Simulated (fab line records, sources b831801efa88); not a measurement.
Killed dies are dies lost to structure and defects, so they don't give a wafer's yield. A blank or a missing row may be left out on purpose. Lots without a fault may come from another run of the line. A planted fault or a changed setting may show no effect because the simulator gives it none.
A struck lot beside a sound one | flow sfq_line | 13 steps out of a route of 325
Sound: wafers L218.1, L218.2, L218.4. Struck: wafers L220.1, L220.5. (L220.6 of the same lot was not struck and is left out.) The cause comes at the end.
At each step with rows: each side's tool, then ch and its chambers, then its first start. Under that, the readings that differ: sound wafers | struck wafers | difference of the means | sigmas: that difference in standard deviations of wafers without a fault.
alike: readings whose means differ by less than 2 such deviations, and words and numbers that are the same on both sides. not compared: withheld readings, readings that some wafer has no value for, bounds like >300 that may hide the same value, and numbers for which the record gives no deviation and whose values overlap.
The two part at a step that has a row with sigmas, a row that says differs or no value, or rows on one side only. Numbers that don't overlap but have no deviation are shown without sigmas and don't part them. A reading that every wafer of one side lacks parts them only if that side has two wafers or more.

SFQ_TRILAYER_JJ_TRILAYER_DEP_SPUTTER_112: material Nb, target thk 170 nm, time 113.3 s.
  sound on pvd_sputter-06, day 63 06:11; struck on pvd_sputter-03, day 64 01:34
  alike: throttle_valve_pct
SFQ_JJ_RS_MEAS_929: measures by four-point-probe.
  sound on film_metro-03, day 63 06:16; struck on film_metro-02, day 64 01:38
  alike: JJ_NB_RS
then, 6 steps without rows for these wafers: SFQ_TRILAYER_JJ_CE_LITHO_COAT_119 (resist thk 62 nm); SFQ_TRILAYER_JJ_CE_LITHO_COAT_114 (resist thk 600 nm); SFQ_TRILAYER_JJ_CE_LITHO_SOFTBAKE_118; SFQ_TRILAYER_JJ_CE_LITHO_EXPOSE_115 (exposes mask J5, target cd 700 nm); SFQ_TRILAYER_JJ_CE_LITHO_PEB_117 (peb time 60 s); SFQ_TRILAYER_JJ_CE_LITHO_DEVELOP_116 (time 60 s).
SFQ_JJ_OVL_MEAS_931:
  sound on overlay-01, day 64 02:37; struck on overlay-01, day 64 08:25
  alike: J5_OVL
SFQ_TRILAYER_JJ_CE_METRO_MEASURE_117:
  sound on cd_sem-01, day 64 02:39; struck on cd_sem-01, day 64 08:27
  alike: cd_nm
SFQ_TRILAYER_JJ_CE_BARC_OPEN_RIE_150: chemistry O2, target BARC, target depth 240 nm, time 80 s.
  sound on rie_metal-01 ch 1, day 64 03:51; struck on rie_metal-04 ch 1, day 64 09:39
  reading                     | sound       | struck  | difference | sigmas
  drypump_motor_current_A (A) | 5.6 5.6 5.6 | 6.6 6.6 | +1.0       | +2
  alike: oes_product_au
  not compared: rf_hours_counter_h
SFQ_TRILAYER_JJ_CE_ETCH_RIE_118: chemistry SF6, target Nb, stops on Al2O3, time 97.7 s, target depth 170 nm.
  sound on rie_metal-01 ch 1, day 64 04:02; struck on rie_metal-04 ch 1, day 64 09:45
  reading                                                | sound             | struck      | difference | sigmas
  drypump_motor_current_A (A)                            | 5.6 5.6 5.6       | 6.6 6.6     | +1.0       | +2
  oes_product_au (a.u.)                                  | 0.979 0.985 0.990 | 0.926 0.929 | -0.057     | -8
  over_etch_frac                                         | 0.15 0.15 0.15    | 0.274 0.274 | +0.124     |
  model.KrF_of_TRILAYER_JJ_CE_LITHO_COAT_114.thk_nm (nm) | 478.2 477.6 477.9 | 464.5 466.5 | -12.4      |
  not compared: rf_hours_counter_h
then, 1 step without rows for these wafers: SFQ_TRILAYER_JJ_ANODIZE_ANODIZE_119.

WHERE THEY PART
First at SFQ_TRILAYER_JJ_CE_BARC_OPEN_RIE_150; last, within this record, at SFQ_TRILAYER_JJ_CE_ETCH_RIE_118.

WHY: what the simulator had put in
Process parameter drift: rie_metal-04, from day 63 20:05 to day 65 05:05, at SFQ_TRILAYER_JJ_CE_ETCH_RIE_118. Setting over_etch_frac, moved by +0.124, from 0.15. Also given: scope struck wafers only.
